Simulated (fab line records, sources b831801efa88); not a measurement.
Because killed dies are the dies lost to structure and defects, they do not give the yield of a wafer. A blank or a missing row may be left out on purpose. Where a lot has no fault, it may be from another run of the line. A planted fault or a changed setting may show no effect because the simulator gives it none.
Which tool is to blame?    flow sky130    6 lots, 18 wafers sampled, at 3 steps of a route of 708

WHAT THE GAUGES READ, wafer by wafer
SKY_POLY_CUT_CD_MEAS_08: the cd target is 270 nm.
lot   measured      on         cd nm (nm)
L961  day 25 06:07  cd sem-01  268.3 267.4 269.3
L964  day 26 01:32  cd sem-01  271.2 270.8 271.7
L966  day 27 06:26  cd sem-01  270.9 270.3 269.7
L973  day 30 06:50  cd sem-01  269.3 270.4 269.4
L976  day 31 01:29  cd sem-01  271.9 271.8 271.0
L979  day 31 21:08  cd sem-01  268.1 267.5 269.3

WHICH TOOL RAN EACH LOT (tool, then ch and the chambers of the sampled wafers, then the start)
lot   SKY_LDD_P_STRIP_10                    SKY_LDD_LDN_IMPLANT_11
L961  plasma asher-04 ch 0,1, day 20 03:59  implanter-01 ch 0, day 23 23:30
L964  plasma asher-04 ch 0,1, day 20 23:34  implanter-01 ch 0, day 24 18:07
L966  plasma asher-03 ch 0,1, day 22 04:04  implanter-02 ch 0, day 25 22:18
L973  plasma asher-04 ch 1, day 25 09:22    implanter-02 ch 0, day 29 01:07
L976  plasma asher-04 ch 0,1, day 26 04:53  implanter-04 ch 0, day 29 20:13
L979  plasma asher-04 ch 0,1, day 27 03:01  implanter-04 ch 0, day 30 16:04
- SKY_LDD_P_STRIP_10: strips in O2/N2.
- SKY_LDD_LDN_IMPLANT_11

THE ANSWER, worked out from the rows above alone
Rule: the usual values come from the lots themselves. Put in order of their means at a reading, lots are off if they are a third of the lots or fewer, leave a main group of 4 or more, and stand apart from it by a gap of 3 or more times the standard deviation of the main group's means; of several such gaps the widest counts. The tables above print the reading to a certain number of digits; a main group whose means all agree to those digits is not used. Also off: a lot with no number at a reading for which 4 or more lots have one. All remaining lots with rows at the step are treated as sound.
None of the lots is off at any reading shown; this tells nothing.

WHAT HAD BEEN PUT IN BY THE SIMULATOR
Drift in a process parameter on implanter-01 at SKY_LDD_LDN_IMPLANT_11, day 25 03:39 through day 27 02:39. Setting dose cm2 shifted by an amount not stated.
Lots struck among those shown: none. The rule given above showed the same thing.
